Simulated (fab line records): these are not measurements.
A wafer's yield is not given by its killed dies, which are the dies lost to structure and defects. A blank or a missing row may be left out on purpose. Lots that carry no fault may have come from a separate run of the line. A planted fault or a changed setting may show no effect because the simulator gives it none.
fab line records	flow sky130
[record] lots = 5	wafers = 15	last_day = 50
route steps=708 shown CONTACT@411 METAL1@434 PAD_OPEN@708
lots that met no fault: from a run of the same line without faults
start_h: hours from the record's opening day to when the first of the lot's shown wafers began	wait_h: how many hours have passed since the lot's step before this one	" same as the row above	L1.1+2: several wafers, shown together as one row	- either no value or no given start	* or withheld: withheld	< > ~ a bound
route shown NAME@n: a module of which the file shows steps, and the number in the route of the first	usual: mean/standard deviation of fault-free wafers	same: alike in all rows	chamber/n: place in a boat	sites: the reading at each site	_std_site: standard deviation of those values	_edge_site: the outer-site mean with the inner-site mean subtracted	radius_mm: for every site, how far away it sits from the centre of the wafer	mask NAME#n: copy n	behind: tool/chamber where the wafer was last shaped	hold: why the lot was held/for how many hours/how that ended	device: names the non-switching transistor (n, p or np)	end of line: the tests these same wafers got at the end of their route	a step without rows: its recipe alone	killed: at the first sort, the dies lost to defects and structure; wafer yield is something else	map: a wafer's dies, marking killed ones x, the rest . and places with no die _
set.NAME: setting as actually run; set.NAME@STEP: the setting as run at that earlier step	model.NAME: the simulator's own value behind a step, which no gauge read
lots at some steps of the route; a table a step, a row a wafer
services: the hour from which a tool's chamber was out of use, counted from the record's first day as start_h (under 0 if before that day), plus the number of hours and why
[[steps]]
[step SKY_CONTACT_BOW_MEAS_05]
[recipe] mode = bow
[usual] CONTACT_BOW = 81/8.1
lot.wafer	tool	chamber	start_h	wait_h	CONTACT_BOW[um]
L755.1	film_metro-01	-	722.76	0.1	67
L755.3	"	-	"	"	82
L755.4	"	-	"	"	76
L758.1	film_metro-01	-	746.27	0.1	81
L758.3	"	-	"	"	66
L758.6	"	-	"	"	76
L763.3	film_metro-02	-	795.03	0.1	76
L763.4	"	-	"	"	78
L763.6	"	-	"	"	82
L766.4	film_metro-01	-	808.57	0.2	83
L766.5	"	-	"	"	72
L766.6	"	-	"	"	80
L776.1	film_metro-02	-	873.32	0.2	87
L776.3	"	-	"	"	82
L776.6	"	-	"	"	96
[step SKY_CONTACT_DEHYDRATE_06]
[recipe] temp_c = 200	time_s = 60
[step SKY_CONTACT_HMDS_07]
[recipe] prime_time_s = 60	prime_temp_c = 120
[step SKY_CONTACT_COAT_08]
[recipe] resist = BARC	temp_c = withheld	time_s = withheld	spin_rpm = 3000	resist_thk_nm = 60
[step SKY_CONTACT_COAT_09]
[recipe] resist = KrF-thick	spin_rpm = 3000	resist_thk_nm = 450
[step SKY_CONTACT_SOFTBAKE_10]
[recipe] temp_c = 100	time_s = 90	resist = KrF-thick
[step SKY_CONTACT_EXPOSE_11]
[recipe] mask_id = CTM1	na = 0.8	source_shape = annular	sigma_inner = 0.55	sigma_outer = 0.85	target_cd_nm = 170	dose_mj = 38
[step SKY_CONTACT_PEB_12]
[recipe] peb_temp_c = withheld	peb_time_s = withheld	resist = KrF-thick
[step SKY_CONTACT_DEVELOP_13]
[recipe] develop_time_s = 60	resist = KrF-thick	dev_temp_c = 21
[step SKY_CONTACT_CD_MEAS_14]
[recipe] target_cd_nm = 170
[usual] cd_nm = 169.9/1.5
lot.wafer	tool	chamber	start_h	wait_h	cd_nm
L755.1	cd_sem-01	-	750.38	-	171.6
L755.3	"	-	"	"	170.3
L755.4	"	-	"	"	169.3
L758.1	cd_sem-01	-	773.68	-	168.2
L758.3	"	-	"	"	171.2
L758.6	"	-	"	"	169.1
L763.3	cd_sem-01	-	821.47	-	169.5
L763.4	"	-	"	"	168.1
L763.6	"	-	"	"	168.5
L766.4	cd_sem-02	-	835.59	-	172.0
L766.5	"	-	"	"	172.0
L766.6	"	-	"	"	171.7
L776.1	cd_sem-01	-	899.08	-	171.8
L776.3	"	-	"	"	173.0
L776.6	"	-	"	"	172.3
[step SKY_CONTACT_OVL_MEAS_15]
[usual] CONTACT_OVL = 4/5.3
lot.wafer	tool	chamber	start_h	wait_h	CONTACT_OVL[nm]
L755.1	overlay-01	-	750.50	0.1	-2
L755.3	"	-	"	"	-9
L755.4	"	-	"	"	-1
L758.1	overlay-01	-	773.80	0.1	9
L758.3	"	-	"	"	3
L758.6	"	-	"	"	5
L763.3	overlay-01	-	821.56	0.1	3
L763.4	"	-	"	"	9
L763.6	"	-	"	"	2
L766.4	overlay-02	-	835.67	0.1	8
L766.5	"	-	"	"	0
L766.6	"	-	"	"	10
L776.1	overlay-02	-	899.20	0.1	4
L776.3	"	-	"	"	7
L776.6	"	-	"	"	10
[step SKY_CONTACT_ETCH_16]
[recipe] chemistry = N2/H2	target = BARC	ion_energy_ev = 200	source_w = 500	bias_w = 100	pressure_mtorr = 30	n2_flow_sccm = 100	h2_flow_sccm = 200	stop_on = SiO2	time_s = 45.9	target_depth_a = 600
[step SKY_CONTACT_ETCH_17]
[recipe] target = SiO2	chemistry = C4F8/O2/Ar	stop_on = Si3N4	mask_material = KrF-thick	source_w = 1500	bias_w = 1200	pressure_mtorr = 40	c4f8_flow_sccm = withheld	O2_flow_sccm = 6	Ar_flow_sccm = 300	time_s = withheld	target_depth_a = 3400
[usual] oes_product_au = 0.891/0.0048
lot.wafer	tool	chamber	start_h	wait_h	oes_product_au
L755.1	rie_diel-04	2	750.58	0.0	0.882
L755.3	"	3	"	"	0.896
L755.4	"	0	"	"	0.895
L758.1	rie_diel-03	2	773.88	0.0	0.886
L758.3	"	0	"	"	0.902
L758.6	"	1	"	"	0.887
L763.3	rie_diel-03	1	821.63	0.0	0.888
L763.4	"	3	"	"	0.888
L763.6	"	0	"	"	0.886
L766.4	rie_diel-02	2	835.73	0.0	0.896
L766.5	"	2	"	"	0.886
L766.6	"	3	"	"	0.897
L776.1	rie_diel-02	2	899.28	0.0	0.888
L776.3	"	1	"	"	0.889
L776.6	"	2	"	"	0.880
[step SKY_CONTACT_ETCH_18]
[recipe] target = Si3N4	chemistry = CHF3/O2	stop_on = TiN	source_w = 600	bias_w = 200	pressure_mtorr = 40	chf3_flow_sccm = 50	O2_flow_sccm = 5	time_s = 39	target_depth_a = 750
[step SKY_CONTACT_STRIP_19]
[recipe] chemistry = O2/N2	power_w = 1400	pressure_mtorr = 1500	platen_temp_c = withheld	o2_flow_sccm = 3000	n2_flow_sccm = 300	overash_fraction = 0.5
[step SKY_CONTACT_STRIP_20]
[recipe] chemistry = post_etch_residue_remover	time_s = 1200	temp_c = 72.5
[step SKY_CONTACT_CLEAN_21]
[recipe] chemistry = IPA	time_s = 180	temp_c = 25
[step SKY_CONTACT_CLEAN_22]
[recipe] chemistry = O3/DIW	dry = n2_spin
[step SKY_CONTACT_SPUTTER_23]
[recipe] material = TiN	target_thk_nm = 20	chamber_pressure_pa = 5	power_w = 4000	time_s = 80
[step SKY_CONTACT_CVD_24]
[recipe] material = W	target_thk_nm = 340	time_s = 102.12	temp_c = 400	pressure_torr = 40
[usual] heater_power_w = 876/60
lot.wafer	tool	chamber	start_h	wait_h	heater_power_w
L755.1	cvd_w-02	0	751.35	0.0	914
L755.3	"	0	"	"	916
L755.4	"	1	"	"	783
L758.1	cvd_w-02	1	774.64	0.0	780
L758.3	"	1	"	"	792
L758.6	"	0	"	"	930
L763.3	cvd_w-02	1	822.42	0.1	771
L763.4	"	0	"	"	939
L763.6	"	1	"	"	772
L766.4	cvd_w-02	0	836.52	0.1	942
L766.5	"	0	"	"	925
L766.6	"	1	"	"	757
L776.1	cvd_w-02	0	900.02	0.0	940
L776.3	"	0	"	"	913
L776.6	"	1	"	"	796
[step SKY_CONTACT_RS_MEAS_25]
[recipe] thk_meas_gauge = four-point-probe	reads = W_of_CONTACT_CVD_24+TiN_of_CONTACT_SPUTTER_23
[usual] CONTACT_W_RS = 0.338/0.0051
lot.wafer	tool	chamber	start_h	wait_h	CONTACT_W_RS[ohm/sq]
L755.1	film_metro-02	-	751.46	0.1	0.332
L755.3	"	-	"	"	0.329
L755.4	"	-	"	"	0.333
L758.1	film_metro-04	-	774.75	0.1	0.334
L758.3	"	-	"	"	0.341
L758.6	"	-	"	"	0.330
L763.3	film_metro-02	-	822.53	0.1	0.341
L763.4	"	-	"	"	0.337
L763.6	"	-	"	"	0.341
L766.4	film_metro-02	-	836.65	0.1	0.331
L766.5	"	-	"	"	0.329
L766.6	"	-	"	"	0.330
L776.1	film_metro-01	-	900.13	0.1	0.339
L776.3	"	-	"	"	0.337
L776.6	"	-	"	"	0.340
[step SKY_CONTACT_THK_MEAS_26]
[recipe] thk_meas_gauge = xrf	reads = W_of_CONTACT_CVD_24
[usual] CONTACT_W_THK = 327/5.1
lot.wafer	tool	chamber	start_h	wait_h	CONTACT_W_THK[nm]
L755.1	film_metro-02	-	751.58	0.1	331
L755.3	"	-	"	"	336
L755.4	"	-	"	"	329
L758.1	film_metro-04	-	774.87	0.1	331
L758.3	"	-	"	"	325
L758.6	"	-	"	"	334
L763.3	film_metro-02	-	822.63	0.1	326
L763.4	"	-	"	"	330
L763.6	"	-	"	"	327
L766.4	film_metro-02	-	836.74	0.1	335
L766.5	"	-	"	"	336
L766.6	"	-	"	"	339
L776.1	film_metro-01	-	900.25	0.1	326
L776.3	"	-	"	"	327
L776.6	"	-	"	"	327
[step SKY_CONTACT_CMP_27]
[recipe] stop_on = SiO2	t_overpolish_s = 15	down_force_psi = 3.5	platen_rpm = 60	target_thk_nm = 0	pad_velocity_m_s = 0.94248
[step SKY_METAL1_SPUTTER_00]
[recipe] material = Ti	target_thk_nm = 15	power_w = 3000	time_s = 10	chamber_pressure_pa = 0.4
[usual] chamber_pressure_pa = 0.4000/0.0008	throttle_valve_pct = 30.0/1
lot.wafer	tool	chamber	start_h	wait_h	chamber_pressure_pa	throttle_valve_pct
L755.1	pvd_sputter-03	-	751.94	0.1	0.3997	29.3
L755.3	"	-	"	"	0.3999	30.9
L755.4	"	-	"	"	0.4000	29.7
L758.1	pvd_sputter-04	-	775.23	0.1	0.3996	31.1
L758.3	"	-	"	"	0.4005	30.8
L758.6	"	-	"	"	0.4008	30.5
L763.3	pvd_sputter-03	-	822.97	0.2	0.3999	30.0
L763.4	"	-	"	"	0.4007	29.6
L763.6	"	-	"	"	0.4000	30.5
L766.4	pvd_sputter-03	-	837.07	0.1	0.3995	29.6
L766.5	"	-	"	"	0.4006	29.2
L766.6	"	-	"	"	0.3994	29.6
L776.1	pvd_sputter-04	-	900.61	0.1	0.3999	31.2
L776.3	"	-	"	"	0.4005	27.5
L776.6	"	-	"	"	0.3994	30.8
[step SKY_METAL1_SPUTTER_01]
[recipe] material = TiN	target_thk_nm = 20	power_w = 6500	time_s = 16.7	chamber_pressure_pa = 0.4
[usual] chamber_pressure_pa = 0.4001/0.00085	throttle_valve_pct = 30.1/1
lot.wafer	tool	chamber	start_h	wait_h	chamber_pressure_pa	throttle_valve_pct
L755.1	pvd_sputter-03	-	751.96	0.0	0.4005	29.4
L755.3	"	-	"	"	0.3986	30.8
L755.4	"	-	"	"	0.4003	29.8
L758.1	pvd_sputter-04	-	775.26	0.0	0.3991	31.2
L758.3	"	-	"	"	0.3989	30.5
L758.6	"	-	"	"	0.4026	30.6
L763.3	pvd_sputter-03	-	823.00	0.0	0.4017	30.0
L763.4	"	-	"	"	0.4006	29.6
L763.6	"	-	"	"	0.4014	31.0
L766.4	pvd_sputter-03	-	837.09	0.0	0.4012	29.7
L766.5	"	-	"	"	0.4004	29.6
L766.6	"	-	"	"	0.3999	29.5
L776.1	pvd_sputter-04	-	900.63	0.0	0.4003	31.2
L776.3	"	-	"	"	0.3998	27.5
L776.6	"	-	"	"	0.4012	30.3
[step SKY_METAL1_SPUTTER_02]
[recipe] material = AlCu	target_thk_nm = 250	power_w = 10600	time_s = 13.3	chamber_pressure_pa = 0.4
[step SKY_METAL1_SPUTTER_03]
[recipe] material = Ti	target_thk_nm = 5	power_w = 3000	time_s = 3.3	chamber_pressure_pa = 0.4
[usual] chamber_pressure_pa = 0.3999/0.00085	throttle_valve_pct = 30.1/1
lot.wafer	tool	chamber	start_h	wait_h	chamber_pressure_pa	throttle_valve_pct
L755.1	pvd_sputter-03	-	752.01	0.0	0.4001	29.6
L755.3	"	-	"	"	0.3990	30.6
L755.4	"	-	"	"	0.3993	29.7
L758.1	pvd_sputter-04	-	775.31	0.0	0.3999	31.0
L758.3	"	-	"	"	0.4000	30.6
L758.6	"	-	"	"	0.3997	30.8
L763.3	pvd_sputter-03	-	823.05	0.0	0.4003	30.0
L763.4	"	-	"	"	0.3996	29.4
L763.6	"	-	"	"	0.4008	30.4
L766.4	pvd_sputter-03	-	837.14	0.0	0.3999	29.4
L766.5	"	-	"	"	0.4004	29.3
L766.6	"	-	"	"	0.3982	29.6
L776.1	pvd_sputter-04	-	900.68	0.0	0.3998	31.1
L776.3	"	-	"	"	0.3998	27.5
L776.6	"	-	"	"	0.3991	30.4
[step SKY_METAL1_SPUTTER_04]
[recipe] material = TiN	target_thk_nm = 70	power_w = 6500	time_s = 58.3	chamber_pressure_pa = 0.4
[step SKY_METAL1_RS_MEAS_05]
[recipe] thk_meas_gauge = four-point-probe	reads = TiN_of_METAL1_SPUTTER_04+Ti_of_METAL1_SPUTTER_03+AlCu_of_METAL1_SPUTTER_02+TiN_of_METAL1_SPUTTER_01+Ti_of_METAL1_SPUTTER_00
[usual] METAL1_ALCU_RS = 0.1261/0.0016
lot.wafer	tool	chamber	start_h	wait_h	METAL1_ALCU_RS[ohm/sq]
L755.1	film_metro-02	-	752.08	0.0	0.1233
L755.3	"	-	"	"	0.1247
L755.4	"	-	"	"	0.1234
L758.1	film_metro-01	-	775.37	0.0	0.1271
L758.3	"	-	"	"	0.1264
L758.6	"	-	"	"	0.1262
L763.3	film_metro-03	-	823.15	0.1	0.1258
L763.4	"	-	"	"	0.1255
L763.6	"	-	"	"	0.1261
L766.4	film_metro-01	-	837.27	0.1	0.1263
L766.5	"	-	"	"	0.1260
L766.6	"	-	"	"	0.1254
L776.1	film_metro-03	-	900.75	0.0	0.1250
L776.3	"	-	"	"	0.1279
L776.6	"	-	"	"	0.1252
[step SKY_METAL1_THK_MEAS_06]
[recipe] thk_meas_gauge = xrf	reads = AlCu_of_METAL1_SPUTTER_02
[usual] METAL1_ALCU_THK = 251/3.4
lot.wafer	tool	chamber	start_h	wait_h	METAL1_ALCU_THK[nm]
L755.1	film_metro-02	-	752.20	0.1	256
L755.3	"	-	"	"	254
L755.4	"	-	"	"	256
L758.1	film_metro-01	-	775.49	0.1	250
L758.3	"	-	"	"	253
L758.6	"	-	"	"	252
L763.3	film_metro-03	-	823.25	0.1	251
L763.4	"	-	"	"	252
L763.6	"	-	"	"	251
L766.4	film_metro-01	-	837.36	0.1	249
L766.5	"	-	"	"	253
L766.6	"	-	"	"	254
L776.1	film_metro-03	-	900.87	0.1	255
L776.3	"	-	"	"	248
L776.6	"	-	"	"	252
[step SKY_METAL1_DEHYDRATE_07]
[recipe] temp_c = 200	time_s = 60
[step SKY_METAL1_HMDS_08]
[recipe] prime_time_s = 60	prime_temp_c = 120
[step SKY_METAL1_COAT_09]
[recipe] resist = BARC	temp_c = withheld	time_s = withheld	spin_rpm = 3000	resist_thk_nm = 60
[step SKY_METAL1_COAT_10]
[recipe] resist = KrF-thick	spin_rpm = 3000	resist_thk_nm = 450
[step SKY_METAL1_SOFTBAKE_11]
[recipe] temp_c = 100	time_s = 90	resist = KrF-thick
[step SKY_METAL1_EXPOSE_12]
[recipe] mask_id = MM1	na = 0.8	source_shape = annular	sigma_inner = 0.55	sigma_outer = 0.85	target_cd_nm = 140	dose_mj = 28
[step SKY_METAL1_PEB_13]
[recipe] peb_temp_c = withheld	peb_time_s = withheld	resist = KrF-thick
[step SKY_METAL1_DEVELOP_14]
[recipe] develop_time_s = 60	resist = KrF-thick	dev_temp_c = 21
[step SKY_METAL1_CD_MEAS_15]
[recipe] target_cd_nm = 140
[usual] cd_nm = 140.1/1.3
lot.wafer	tool	chamber	start_h	wait_h	cd_nm
L755.1	cd_sem-02	-	778.38	-	140.3
L755.3	"	-	"	"	141.1
L755.4	"	-	"	"	141.7
L758.1	cd_sem-01	-	802.38	-	141.7
L758.3	"	-	"	"	141.9
L758.6	"	-	"	"	141.2
L763.3	cd_sem-01	-	849.97	-	139.7
L763.4	"	-	"	"	140.0
L763.6	"	-	"	"	140.4
L766.4	cd_sem-01	-	862.44	-	140.7
L766.5	"	-	"	"	139.0
L766.6	"	-	"	"	139.4
L776.1	cd_sem-02	-	926.23	-	142.0
L776.3	"	-	"	"	140.2
L776.6	"	-	"	"	141.6
[step SKY_METAL1_OVL_MEAS_16]
[usual] METAL1_OVL = -4/4.9
lot.wafer	tool	chamber	start_h	wait_h	METAL1_OVL[nm]
L755.1	overlay-01	-	778.50	0.1	-1
L755.3	"	-	"	"	4
L755.4	"	-	"	"	-4
L758.1	overlay-02	-	802.50	0.1	-1
L758.3	"	-	"	"	-12
L758.6	"	-	"	"	-6
L763.3	overlay-02	-	850.06	0.1	-10
L763.4	"	-	"	"	-8
L763.6	"	-	"	"	-5
L766.4	overlay-01	-	862.52	0.1	1
L766.5	"	-	"	"	-2
L766.6	"	-	"	"	-1
L776.1	overlay-02	-	926.35	0.1	-1
L776.3	"	-	"	"	-8
L776.6	"	-	"	"	1
[step SKY_METAL1_DESCUM_17]
[recipe] chemistry = O2	source_power_w = 150	bias_power_w = 0	pressure_mtorr = 10	temp_c = 40	time_s = 8
[step SKY_METAL1_ETCH_18]
[recipe] chemistry = N2/H2	target = BARC	ion_energy_ev = 200	bias_w = 100	pressure_mtorr = 30	n2_flow_sccm = 100	h2_flow_sccm = 200	icp_w = 500	stop_on = SiO2	time_s = 45.9	target_depth_a = 600
[usual] drypump_motor_current_A = 5.85/0.21	oes_product_au = 0.854/0.0045	throttle_valve_pct = 13.224/0.0093
lot.wafer	tool	chamber	start_h	wait_h	drypump_motor_current_A	oes_product_au	rf_hours_counter_h	throttle_valve_pct
L755.1	rie_metal-03	0	778.60	0.1	5.93	0.853	12	13.239
L755.3	"	0	"	"	5.97	0.850	-	13.234
L755.4	"	0	"	"	5.96	0.861	-	13.227
L758.1	rie_metal-01	1	802.57	0.0	6.07	0.850	15	13.221
L758.3	"	1	"	"	6.09	0.850	-	13.227
L758.6	"	1	"	"	6.08	0.854	-	13.223
L763.3	rie_metal-03	1	850.14	0.0	5.61	0.857	-	13.221
L763.4	"	0	"	"	6.00	0.856	-	13.235
L763.6	"	0	"	"	6.01	0.850	-	13.226
L766.4	rie_metal-04	1	862.59	0.0	5.65	0.852	-	13.222
L766.5	"	1	"	"	5.66	0.854	-	13.228
L766.6	"	0	"	"	5.81	0.865	-	13.239
L776.1	rie_metal-03	1	926.42	0.0	5.63	0.858	11	13.217
L776.3	"	0	"	"	5.95	0.860	-	13.226
L776.6	"	0	"	"	5.94	0.859	-	13.230
[step SKY_PAD_OPEN_PROBE_99]
[usual] killed_at_M0_to_M3 = 43/6.4	killed_at_M4_up = 2.9/1.7	killed_at_contacts = 24/5	killed_at_front_end = 15/4	killed_at_other = 0.4/0.62	killed_dies = 86/9.3	killed_open = 47/6.8	killed_short = 38/5.8
[same] gross_dies = 492	killed_at_back_side = 0
lot.wafer	tool	chamber	start_h	wait_h	killed_at_M0_to_M3	killed_at_M4_up	killed_at_contacts	killed_at_front_end	killed_at_other	killed_dies	killed_open	killed_short
L755.1	prober-02	-	1085.80	0.1	37	4	21	19	0	81	42	39
L755.4	prober-02	-	1085.95	0.2	42	0	35	9	0	86	55	29
L758.1	prober-01	-	1104.69	0.1	50	8	22	8	0	88	47	41
L758.3	prober-01	-	1104.79	0.2	52	3	30	13	0	98	57	41
L758.6	prober-01	-	1104.94	0.2	39	4	25	21	0	89	49	39
L763.3	prober-02	-	1140.80	0.2	40	0	27	16	0	83	46	35
L763.4	prober-02	-	1140.85	0.2	43	5	19	20	0	87	41	44
L763.6	prober-02	-	1140.95	0.2	48	2	23	10	0	83	48	35
L766.4	prober-02	-	1150.49	0.2	38	8	23	15	0	84	51	33
L766.5	prober-02	-	1150.54	0.2	42	1	18	21	1	83	49	34
L766.6	prober-02	-	1150.59	0.2	42	2	61	17	0	122	42	41
L776.1	prober-02	-	1191.36	0.1	47	3	36	8	1	95	49	46
L776.3	prober-02	-	1191.46	0.2	41	2	18	19	0	80	47	33
L776.6	prober-02	-	1191.61	0.2	51	0	24	11	0	86	53	33
// killed by level:class
L755.1 CONTACT:geometric_particle:open=8 VIA2:geometric_particle:open=8 FIELD_ISO:geometric_particle:open=6 VIA1:geometric_particle:open=6 LOCAL_INTERCONNECT:geometric_particle:short=5 VIA3:geometric_particle:open=5 CONTACT:geometric_particle:short=4 METAL1:geometric_particle:short=4
L755.4 VIA1:geometric_particle:open=13 LI_CONTACT:geometric_particle:open=12 CONTACT:geometric_particle:open=11 CONTACT:geometric_particle:short=6 METAL1:geometric_particle:short=5 VIA2:geometric_particle:open=5 VIA3:geometric_particle:open=5 LI_CONTACT:geometric_particle:short=3
L758.1 VIA2:geometric_particle:open=12 VIA1:geometric_particle:open=10 METAL4:geometric_particle:short=7 LI_CONTACT:geometric_particle:open=6 CONTACT:geometric_particle:open=6 METAL1:geometric_particle:short=6 VIA3:geometric_particle:open=5 LI_CONTACT:geometric_particle:short=5
L758.3 VIA1:geometric_particle:open=19 CONTACT:geometric_particle:open=11 VIA2:geometric_particle:open=8 CONTACT:geometric_particle:short=6 VIA1:geometric_particle:short=5 LI_CONTACT:geometric_particle:open=4 LI_CONTACT:geometric_particle:short=4 LOCAL_INTERCONNECT:geometric_particle:short=4
L758.6 CONTACT:geometric_particle:open=14 VIA1:geometric_particle:open=8 VIA2:geometric_particle:open=7 FIELD_ISO:geometric_particle:open=6 VIA3:geometric_particle:open=6 FIELD_ISO:geometric_particle:short=5 LI_CONTACT:geometric_particle:open=4 CONTACT:geometric_particle:short=4
L763.3 VIA2:geometric_particle:open=10 LI_CONTACT:geometric_particle:open=9 VIA1:geometric_particle:open=8 CONTACT:geometric_particle:open=7 METAL1:geometric_particle:short=7 FIELD_ISO:geometric_particle:open=4 POLY_GATE:geometric_particle:short=4 CONTACT:geometric_particle:short=4
L763.4 METAL2:geometric_particle:short=12 FIELD_ISO:geometric_particle:short=6 CONTACT:geometric_particle:open=6 VIA1:geometric_particle:open=6 FIELD_ISO:geometric_particle:open=5 LI_CONTACT:geometric_particle:open=5 VIA2:geometric_particle:open=5 VIA1:geometric_particle:short=5
L763.6 CONTACT:geometric_particle:open=9 VIA1:geometric_particle:open=9 VIA2:geometric_particle:open=7 VIA3:geometric_particle:open=7 VIA2:geometric_particle:short=6 LI_CONTACT:geometric_particle:open=5 VIA1:geometric_particle:short=5 POLY_GATE:geometric_particle:open=4
L766.4 CONTACT:geometric_particle:open=10 VIA1:geometric_particle:open=8 VIA3:geometric_particle:open=7 FIELD_ISO:geometric_particle:open=5 VIA2:geometric_particle:short=5 METAL2:geometric_particle:short=4 LI_CONTACT:geometric_particle:open=4 METAL1:geometric_particle:short=4
L766.5 CONTACT:geometric_particle:open=9 VIA3:geometric_particle:open=9 FIELD_ISO:geometric_particle:open=7 VIA1:geometric_particle:open=7 VIA2:geometric_particle:open=7 FIELD_ISO:geometric_particle:short=5 METAL3:geometric_particle:short=5 METAL2:geometric_particle:short=5
L766.6 CONTACT:unspecified=38 CONTACT:geometric_particle:open=9 VIA1:geometric_particle:open=9 METAL2:geometric_particle:short=7 FIELD_ISO:geometric_particle:short=6 VIA3:geometric_particle:open=6 VIA2:geometric_particle:open=6 METAL1:geometric_particle:short=5
L776.1 VIA1:geometric_particle:open=13 LOCAL_INTERCONNECT:geometric_particle:short=10 CONTACT:geometric_particle:short=10 CONTACT:geometric_particle:open=8 LI_CONTACT:geometric_particle:open=6 VIA2:geometric_particle:open=6 VIA3:geometric_particle:open=6 METAL1:geometric_particle:short=5
L776.3 VIA1:geometric_particle:open=10 CONTACT:geometric_particle:open=8 POLY_GATE:geometric_particle:open=6 LOCAL_INTERCONNECT:geometric_particle:short=6 VIA2:geometric_particle:open=5 VIA3:geometric_particle:open=5 METAL1:geometric_particle:short=5 FIELD_ISO:geometric_particle:open=4
L776.6 VIA1:geometric_particle:open=14 CONTACT:geometric_particle:open=11 VIA1:geometric_particle:short=8 LI_CONTACT:geometric_particle:open=8 VIA2:geometric_particle:open=7 METAL2:geometric_particle:short=5 METAL1:geometric_particle:short=5 VIA3:geometric_particle:open=5
// map L766.6 (x killed, . not)
__________.x......xx_________
________x..x.........x_______
______x.x...x.....xxx..x_____
_____.......x.x.x......x.____
____....x...x..x.x........___
___...........x..x........x__
__....x.....xx.x............_
_.x..x..x......x.x...........
_...................x..x...x.
_.x....x...........x.....x...
_.............x........x....x
_..x.x.....x.......xx..x...x.
_.............x..x.......x...
_...x................x.x.xxx.
_.....xx..........x...xx.....
__......x...x..xxx.......x.._
___.......x.......xxxxxxx.x__
____...xxx........xxxxxxxx___
_____....x...x..xxxxxxxxx____
______...x.....x.xxxxxxx_____
________...x..x.xxxxxx_______
__________...x...xxx_________
// map L776.1 (x killed, . not)
__________......x..x_________
________.......xxx...._______
______.xxx.............._____
_____.......x....xx.x..x.____
____......x...x.x.xx..xx..___
___....xx.x..x..x.xx....x..__
__.xx.xx..x.......x........._
_.....x...x......xx..........
_.........x.....xx..x........
_................x.x....x.x..
_...xx.x..........x..........
_x..x.......x.x.x..x.....x...
_x.....x...x....x............
_..............x.xx..xxx...x.
_......x......x.......xx...x.
__..xx........x.x..........._
___....x...................__
____.x......x....xx.....x.___
_____xx.x.x.......x.x.x..____
______.x........x.x....._____
________.........x...._______
__________x........._________
[[services]]
tool	chamber	start_h	hours	kind
rie_diel-03	3	739.36	-	clean
rie_diel-03	3	739.36	23.0	scheduled_down
rie_diel-03	3	739.36	23.0	vent_cycle
rie_diel-02	2	739.39	3.7	repair
rie_diel-03	0	750.57	6.8	repair
pvd_sputter-04	-	751.78	2.7	repair
rie_diel-03	1	781.92	-	clean
rie_diel-03	1	781.92	27.9	scheduled_down
rie_diel-03	1	781.92	27.9	vent_cycle
rie_diel-03	2	802.65	51.1	repair
pvd_sputter-03	-	825.22	1.5	repair
rie_diel-04	1	847.79	16.5	repair
rie_diel-02	3	848.95	6.5	repair
rie_metal-01	1	852.15	1.1	repair
cvd_w-02	1	868.27	5.9	repair
pvd_sputter-03	-	873.51	0.6	repair
pvd_sputter-04	-	886.36	7.0	repair
rie_diel-04	1	886.79	6.4	repair
rie_metal-04	0	903.35	16.0	repair
pvd_sputter-03	3	907.84	-	consumable_replace:kit
pvd_sputter-03	3	907.84	18.0	scheduled_down
pvd_sputter-03	3	907.84	18.0	vent_cycle
rie_diel-04	1	914.45	2.8	repair
pvd_sputter-04	-	916.22	3.0	repair
[[key]]
[first_sign] step = SKY_PAD_OPEN_PROBE_99	reading = killed_at_contacts	direction = up	sigmas = 7.3	usual = 24	struck = 61
[effect] step = SKY_PAD_OPEN_PROBE_99	reading = killed_dies	direction = up	sigmas = 3.9	usual = 86	struck = 122
met_at SKY_CONTACT_ETCH_17
struck_wafers L766.6
tester_left_out L766
[fault] kind = chamber_particle_source	tool = rie_diel-02	chamber = 3	onset_h = 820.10	steps = SKY_CONTACT_ETCH_17	rate_per_visit_cm2 = 1.3956	end_h = 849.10
// tester_left_out: of these lots the tester's yield and bins aren't shown, on N5 and GAA mostly nor the transistor test; their killed dies are dies lost to structure and defects alone, not to doping, threshold or leakage, so they don't give the yield
